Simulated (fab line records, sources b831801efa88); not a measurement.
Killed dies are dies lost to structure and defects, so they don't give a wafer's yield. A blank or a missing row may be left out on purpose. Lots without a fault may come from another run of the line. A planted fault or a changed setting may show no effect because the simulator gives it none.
Which tool did it? | flow gf180mcu | 13 lots, 39 wafers sampled, at 4 steps of a route of 602

WHAT THE GAUGES READ, wafer by wafer
GF_STI_THK_MEAS_02.
lot  | measured    | on            | STI_OXIDATION_THK (nm)
L826 | day 1 16:34 | film_metro-04 | 9.64 9.57 9.55
L827 | day 1 21:50 | film_metro-04 | 10.09 10.17 10.22
L828 | day 2 02:31 | film_metro-03 | 9.73 9.81 9.67
L831 | day 2 17:31 | film_metro-02 | 10.20 9.82 10.18
L832 | day 2 22:37 | film_metro-02 | 10.15 10.37 10.07
L836 | day 3 19:17 | film_metro-03 | 9.96 9.98 9.91
L837 | day 3 23:31 | film_metro-03 | 9.78 9.82 9.83
L839 | day 4 09:32 | film_metro-03 | 10.12 10.08 10.06
L840 | day 4 14:31 | film_metro-02 | 10.12 10.13 10.10
L841 | day 4 19:31 | film_metro-04 | 10.10 10.07 10.02
L842 | day 5 02:44 | film_metro-03 | 10.02 9.89 9.99
L843 | day 5 07:11 | film_metro-03 | 9.55 9.84 9.68
L848 | day 6 06:31 | film_metro-03 | 9.69 9.65 9.58

GF_DNWELL_TW_MEAS_09.
lot  | measured    | on            | DNWELL_TW
L826 | day 3 00:48 | film_metro-02 | 1370 1369 1364
L827 | day 3 05:31 | film_metro-01 | 1363 1360 1360
L828 | day 3 10:03 | film_metro-03 | 1328 1340 1331
L831 | day 4 01:54 | film_metro-01 | 1331 1341 1336
L832 | day 4 07:33 | film_metro-01 | 1492 1499 1498
L836 | day 5 06:12 | film_metro-01 | 1518 1517 1504
L837 | day 5 10:32 | film_metro-03 | 1330 1331 1329
L839 | day 5 22:46 | film_metro-01 | 1351 1342 1354
L840 | day 6 04:03 | film_metro-01 | 1354 1348 1352
L841 | day 6 07:21 | film_metro-03 | 1341 1342 1340
L842 | day 6 15:55 | film_metro-01 | 1337 1346 1347
L843 | day 6 19:01 | film_metro-02 | 1359 1356 1359
L848 | day 7 23:03 | film_metro-02 | 1361 1354 1360

GF_NWELL_OVL_MEAS_07.
lot  | measured    | on         | NWELL_OVL (nm)
L826 | day 3 13:49 | overlay-01 | -1.0 1.0 -1.0
L827 | day 3 18:43 | overlay-02 | 3.8 2.1 1.1
L828 | day 3 23:10 | overlay-02 | -0.6 -0.3 -0.4
L831 | day 4 15:04 | overlay-02 | -1.6 -0.7 -1.3
L832 | day 4 21:37 | overlay-02 | -0.2 1.7 1.2
L836 | day 5 20:36 | overlay-02 | 0.1 0.7 -0.7
L837 | day 6 00:22 | overlay-01 | 1.6 -0.4 0.8
L839 | day 6 13:19 | overlay-01 | -0.9 -0.1 -0.4
L840 | day 6 19:22 | overlay-01 | 2.9 1.4 2.3
L841 | day 6 22:10 | overlay-01 | 1.7 1.9 1.4
L842 | day 7 07:10 | overlay-02 | 0.5 0.4 -1.0
L843 | day 7 10:29 | overlay-01 | 2.8 2.5 1.5
L848 | day 8 15:43 | overlay-02 | 0.3 -1.6 0.2

WHICH TOOL RAN EACH LOT (tool, then ch and the chambers of the sampled wafers, then the start)
lot  | GF_DNWELL_IMPLANT_07
L826 | implanter-02 ch 0, day 3 00:33
L827 | implanter-01 ch 0, day 3 05:16
L828 | implanter-02 ch 0, day 3 09:48
L831 | implanter-02 ch 0, day 4 01:39
L832 | implanter-02 ch 0, day 4 07:18
L836 | implanter-02 ch 0, day 5 05:57
L837 | implanter-04 ch 0, day 5 10:17
L839 | implanter-01 ch 0, day 5 22:31
L840 | implanter-04 ch 0, day 6 03:48
L841 | implanter-01 ch 0, day 6 07:06
L842 | implanter-01 ch 0, day 6 15:41
L843 | implanter-04 ch 0, day 6 18:48
L848 | implanter-01 ch 0, day 7 22:48
- GF_DNWELL_IMPLANT_07

WHAT THE TOOLS THEMSELVES READ (means of the sampled wafers that have a number; where no wafer has one, the mark that the record gives instead)
GF_DNWELL_IMPLANT_07.
lot  | tool         | tilt_deg (degrees)
L826 | implanter-02 | -0.038
L827 | implanter-01 | -0.020
L828 | implanter-02 | 0.017
L831 | implanter-02 | -0.011
L832 | implanter-02 | 7.592
L836 | implanter-02 | 7.616
L837 | implanter-04 | -0.002
L839 | implanter-01 | -0.022
L840 | implanter-04 | -0.003
L841 | implanter-01 | -0.016
L842 | implanter-01 | 0.004
L843 | implanter-04 | -0.006
L848 | implanter-01 | -0.008

THE ANSWER, worked out from the rows above alone
Rule: what is usual is taken from the lots themselves. Put in order of their means at a reading, lots are off if they are a third of the lots or fewer, leave a main group of 4 or more, and stand apart from it by a gap of 3 or more times the standard deviation of the main group's means; of several such gaps the widest counts. A main group whose means are all the same, to the digits that the tables above print for the reading, isn't used. A lot without any number at a reading at which 4 lots or more have one is off too. The other lots that the step has rows for count as sound. The gauges are gone through in route order, then the tools' own readings, and for those a lot's mean is taken as printed above. The first step at which some lot is off is used, and at that step the reading that is off furthest; a lot without a number counts as furthest.
Off: L832, L836, at GF_DNWELL_TW_MEAS_09 (DNWELL_TW). The main group: mean 1348, standard deviation 12.
A tool fits if, at a process step before that reading, it ran every lot that is off, and no sound lot after the first of them. The gauges at GF_DNWELL_TW_MEAS_09 aren't tried: what is off there is off at GF_DNWELL_IMPLANT_07 too, on other tools, and a gauge's error can't cause that. One fits: implanter-02 at GF_DNWELL_IMPLANT_07. Its last sound lot is L831 (day 4 01:39), its first lot that is off L832 (day 4 07:18): a fault that began between those two fits.
The tool's own readings at GF_DNWELL_IMPLANT_07 bear it out: on the lots that are off they differ by more than 5 times the standard deviation of the sound lots' means. tilt_deg reads 7.604 degrees there against -0.010 degrees on the sound lots.

WHAT THE SIMULATOR HAD PUT IN
Process parameter drift: implanter-02, from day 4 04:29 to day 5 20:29, at GF_DNWELL_IMPLANT_07. Setting tilt_deg, moved by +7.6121, from 0. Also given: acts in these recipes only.
Lots struck among those shown: L832, L836. The rule above found the same.
